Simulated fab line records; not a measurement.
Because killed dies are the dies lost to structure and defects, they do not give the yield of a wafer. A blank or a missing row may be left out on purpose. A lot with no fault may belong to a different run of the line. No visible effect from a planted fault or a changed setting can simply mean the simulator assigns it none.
Which tool was responsible? -- flow sfq-line -- 13 lots, 39 wafers sampled, at 4 steps of a route of 325

WHAT THE GAUGES SHOWED, per wafer
SFQ_M7_RS_MEAS_943: the measuring method here is four-point-probe. Usual: M7_NB_RS typically reads 0.894 ohm/sq, with standard deviation 0.0086.
lot,measured,on,M7_NB_RS (ohm/sq),flag
L288,day 68 22:33,film-metro-02,0.887 0.901 0.897,
L289,day 71 17:14,film-metro-04,0.899 0.893 0.902,
L290,day 71 20:14,film-metro-01,0.894 0.887 0.894,
L291,day 71 21:25,film-metro-02,0.892 0.898 0.891,
L300,day 79 12:25,film-metro-04,0.899 0.887 0.894,
L303,day 82 17:13,film-metro-02,0.896 0.904 0.909,
L304,day 88 08:04,film-metro-01,0.901 0.887 0.905,
L305,day 88 09:16,film-metro-04,0.895 0.903 0.902,
L306,day 89 06:11,film-metro-01,0.900 0.893 0.885,
L307,day 89 09:47,film-metro-01,0.892 0.902 0.912,
L308,day 89 13:24,film-metro-04,0.884 0.896 0.881,
L309,day 89 16:11,film-metro-01,0.898 0.901 0.896,
L310,day 89 19:58,film-metro-02,0.900 0.899 0.889,

SFQ_M8_THK_MEAS_950: measures by xrf. Usual: M8_AU_THK typically reads 177.3 nm, with standard deviation 2.3.
lot,measured,on,M8_AU_THK (nm),flag
L288,day 77 08:38,film-metro-04,176.1 178.8 178.3,
L289,day 80 09:52,film-metro-04,178.0 175.4 175.0,
L290,day 80 13:29,film-metro-03,174.7 175.4 175.6,
L291,day 80 14:40,film-metro-02,178.9 177.7 182.8,
L300,day 82 01:28,film-metro-03,184.2 180.5 183.1,
L303,day 83 08:08,film-metro-02,180.1 179.9 181.1,
L304,day 89 09:59,film-metro-03,176.8 176.4 178.2,
L305,day 89 11:11,film-metro-03,177.6 176.4 180.5,
L306,day 90 01:46,film-metro-04,173.3 176.2 173.4,
L307,day 92 19:52,film-metro-04,175.7 176.1 176.7,
L308,day 92 21:07,film-metro-03,180.0 175.0 178.2,
L309,day 93 00:42,film-metro-04,178.2 177.1 180.1,
L310,day 93 03:52,film-metro-04,180.0 177.5 179.7,

TOOL THAT RAN EACH LOT (tool first, then ch and the chambers of the sampled wafers, then the start)
lot,SFQ_TRILAYER_M7_BARC_OPEN_METAL_ETCH_229,SFQ_TRILAYER_M8_LITHO_PEB_196
L288,"rie-metal-02 ch 0,1, day 69 16:19","litho-track-01 ch 0, day 77 07:27"
L289,"rie-metal-04 ch 0,1, day 76 05:22","litho-track-04 ch 0, day 80 08:41"
L290,"rie-metal-02 ch 0,1, day 76 06:43","litho-track-01 ch 0, day 80 12:19"
L291,"rie-metal-01 ch 0,1, day 76 07:53","litho-track-02 ch 0, day 80 13:28"
L300,"rie-metal-02 ch 0, day 79 14:53","litho-track-02 ch 0, day 82 00:19"
L303,"rie-metal-02 ch 0,1, day 82 19:52","litho-track-04 ch 0, day 83 06:58"
L304,"rie-metal-04 ch 0,1, day 88 11:44","litho-track-01 ch 0, day 89 08:48"
L305,"rie-metal-01 ch 0,1, day 88 12:56","litho-track-01 ch 0, day 89 10:00"
L306,"rie-metal-04 ch 0,1, day 89 12:44","litho-track-02 ch 0, day 90 00:35"
L307,"rie-metal-02 ch 0,1, day 92 06:26","litho-track-02 ch 0, day 92 18:40"
L308,"rie-metal-02 ch 0,1, day 92 08:50","litho-track-01 ch 0, day 92 19:56"
L309,"rie-metal-01 ch 0,1, day 92 10:02","litho-track-04 ch 0, day 92 23:31"
L310,"rie-metal-02 ch 0,1, day 92 13:38","litho-track-01 ch 0, day 93 02:41"
- SFQ_TRILAYER_M7_BARC_OPEN_METAL_ETCH_229: etches BARC in O2, target depth 125 nm, time 41.7 s.
- SFQ_TRILAYER_M8_LITHO_PEB_196: peb time 60 s.

AS READ BY THE TOOLS THEMSELVES (means over the sampled wafers that have a number; for cases with no such wafer, the mark the record gives instead)
SFQ_TRILAYER_M7_BARC_OPEN_METAL_ETCH_229. Usual: drypump-motor-current-A 6.0 A, standard deviation 0.36; oes-product-au 0.685 a.u., standard deviation 0.0043.
lot,tool,drypump-motor-current-A (A),oes-product-au (a.u.),flag
L288,rie-metal-02,6.0,0.683,
L289,rie-metal-04,6.0,0.681,
L290,rie-metal-02,6.1,0.684,
L291,rie-metal-01,6.0,0.687,
L300,rie-metal-02,6.3,0.688,
L303,rie-metal-02,6.0,0.686,
L304,rie-metal-04,5.6,0.686,
L305,rie-metal-01,6.0,0.684,
L306,rie-metal-04,5.5,0.683,
L307,rie-metal-02,6.0,0.683,
L308,rie-metal-02,6.2,0.680,
L309,rie-metal-01,6.0,0.682,
L310,rie-metal-02,6.0,0.686,

SFQ_TRILAYER_M8_LITHO_PEB_196. Usual: 79.15 W for heater-power-total-W, sd 0.066.
lot,tool,heater-power-total-W (W),flag
L288,litho-track-01,79.15,
L289,litho-track-04,79.18,
L290,litho-track-01,79.19,
L291,litho-track-02,79.18,
L300,litho-track-02,79.45,OFF
L303,litho-track-04,79.08,
L304,litho-track-01,79.13,
L305,litho-track-01,79.21,
L306,litho-track-02,79.08,
L307,litho-track-02,79.23,
L308,litho-track-01,79.19,
L309,litho-track-04,79.16,
L310,litho-track-01,79.19,

THE ANSWER, worked out from the rows above alone
Rule: take the mean of a lot's wafers that have a number; if it is more than 3 standard deviations from the usual mean, the lot is off. A lot without any number at a reading at which 4 lots or more have one is off too. Where the step has rows for the other lots, those lots are counted as sound. The gauges are gone through in route order, then the tools' own readings, and for those a lot's mean is taken as printed above. The first step at which some lot is off is used, and at that step the reading that is off furthest; a lot without a number counts as furthest.
Off, at SFQ_TRILAYER_M8_LITHO_PEB_196 on heater-power-total-W: L300.
If a tool, at that step or one of the process steps before it, ran each lot that is off and ran no sound lot following the first of them, it fits. Of those tried, none fits.

WHAT THE SIMULATOR PUT IN
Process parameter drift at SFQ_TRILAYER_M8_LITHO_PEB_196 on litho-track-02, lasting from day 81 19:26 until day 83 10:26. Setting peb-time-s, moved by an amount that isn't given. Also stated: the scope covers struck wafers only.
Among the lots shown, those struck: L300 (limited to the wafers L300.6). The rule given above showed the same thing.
